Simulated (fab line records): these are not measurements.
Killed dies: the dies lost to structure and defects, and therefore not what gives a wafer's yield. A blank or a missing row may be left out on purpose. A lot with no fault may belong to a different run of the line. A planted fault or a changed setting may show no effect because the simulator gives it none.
A lot that was struck, set against a sound lot | flow sky130 | 35 out of 708 route steps
Sound: the wafers L746.1, L746.2, L746.3. Struck: wafer L761.5 (L761.2, L761.3, from the same lot, were not struck and are left out); the cause is given at the end.
For every step that has rows: the tool of each side, followed by ch and its chambers, followed by its first start. Under that, the readings that differ: sound wafers | struck wafers | difference of the means | sigmas: that difference in standard deviations of wafers without a fault.
alike: readings with means less than 2 such deviations apart, plus words and numbers identical on both sides. not compared: withheld readings, readings lacking a value on some wafer, bounds such as >300 that could conceal the same value, and numbers that have no deviation in the record and whose values overlap.
The two part at a step that has a row with sigmas, a row that says differs or no value, or rows on one side only. Non-overlapping numbers with no deviation appear without sigmas and do not part them. A reading missing from all wafers of one side parts the sides only when that side holds two or more wafers.

first, 10 steps without rows for these wafers: SKY_CONTACT_DEHYDRATE_06 (time 60 s); SKY_CONTACT_HMDS_07 (prime time 60 s); SKY_CONTACT_COAT_08 (resist thk 60 nm); SKY_CONTACT_COAT_09 (resist thk 450 nm); SKY_CONTACT_SOFTBAKE_10 (time 90 s); SKY_CONTACT_EXPOSE_11 (exposes mask CTM1, target cd 170 nm); SKY_CONTACT_PEB_12; SKY_CONTACT_DEVELOP_13 (develop time 60 s); SKY_CONTACT_ETCH_16 (etches BARC in N2/H2, stops on SiO2, time 45.9 s, target depth 60 nm); SKY_CONTACT_ETCH_17 (etches SiO2 in C4F8/O2/Ar, stops on Si3N4, target depth 340 nm).
SKY_CONTACT_ETCH_18: etches Si3N4 in CHF3/O2, stops on TiN, time 39 s, target depth 75 nm.
  sound on rie diel-01 ch 0,1,2, day 33 05:00; struck on rie diel-04 ch 2, day 37 15:00
  reading                        | sound             | struck | difference | sigmas
  chamber pressure mTorr (mTorr) | 40.02 39.97 40.03 | 39.90  | -0.11      | -3
  alike: drypump motor current A, oes product au, throttle valve pct
  not compared: rf hours counter h
then, 23 steps without rows for these wafers: SKY_CONTACT_STRIP_19 (strips in O2/N2); SKY_CONTACT_STRIP_20 (strips in post etch residue remover, time 1200 s); SKY_CONTACT_CLEAN_21 (cleans in IPA, time 180 s); SKY_CONTACT_CLEAN_22 (cleans in O3/DIW); SKY_CONTACT_SPUTTER_23 (material TiN, target thk 20 nm, time 80 s); SKY_CONTACT_CVD_24 (deposits W, target thk 340 nm, time 102.12 s); SKY_CONTACT_CMP_27 (polishes, stops on SiO2, t overpolish 15 s, target thk 0 nm); SKY_METAL1_SPUTTER_00 (material Ti, target thk 15 nm, time 10 s); SKY_METAL1_SPUTTER_01 (material TiN, target thk 20 nm, time 16.7 s); SKY_METAL1_SPUTTER_02 (material AlCu, target thk 250 nm, time 13.3 s); SKY_METAL1_SPUTTER_03 (material Ti, target thk 5 nm, time 3.3 s); SKY_METAL1_SPUTTER_04 (material TiN, target thk 70 nm, time 58.3 s); SKY_METAL1_DEHYDRATE_07 (time 60 s); SKY_METAL1_HMDS_08 (prime time 60 s); SKY_METAL1_COAT_09 (resist thk 60 nm); SKY_METAL1_COAT_10 (resist thk 450 nm); SKY_METAL1_SOFTBAKE_11 (time 90 s); SKY_METAL1_EXPOSE_12 (exposes mask MM1, target cd 140 nm); SKY_METAL1_PEB_13; SKY_METAL1_DEVELOP_14 (develop time 60 s); SKY_METAL1_DESCUM_17 (chemistry O2, time 8 s); SKY_METAL1_ETCH_18 (etches BARC in N2/H2, stops on SiO2, time 45.9 s, target depth 60 nm); SKY_METAL1_METAL_ETCH_19 (etches the open film in Cl2/BCl3, stops on SiO2, target depth 360 nm, time 78 s).
-- the record jumps here: 13 days lie between the struck wafers' starts before and after (it left off in module METAL1 and takes up again in module PAD_OPEN, whose first step shown is number 708 of the route) --
SKY_PAD_OPEN_PROBE_99:
  only the struck wafers here have rows in the record (prober-01, day 50 05:37); the sound ones have none

== WHERE THEY PART ==
First at SKY_CONTACT_ETCH_18; last, within this record, at SKY_PAD_OPEN_PROBE_99.

WHY: what the simulator had put in
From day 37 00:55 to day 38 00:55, rie diel-04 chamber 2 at SKY_CONTACT_ETCH_18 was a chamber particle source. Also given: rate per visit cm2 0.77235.
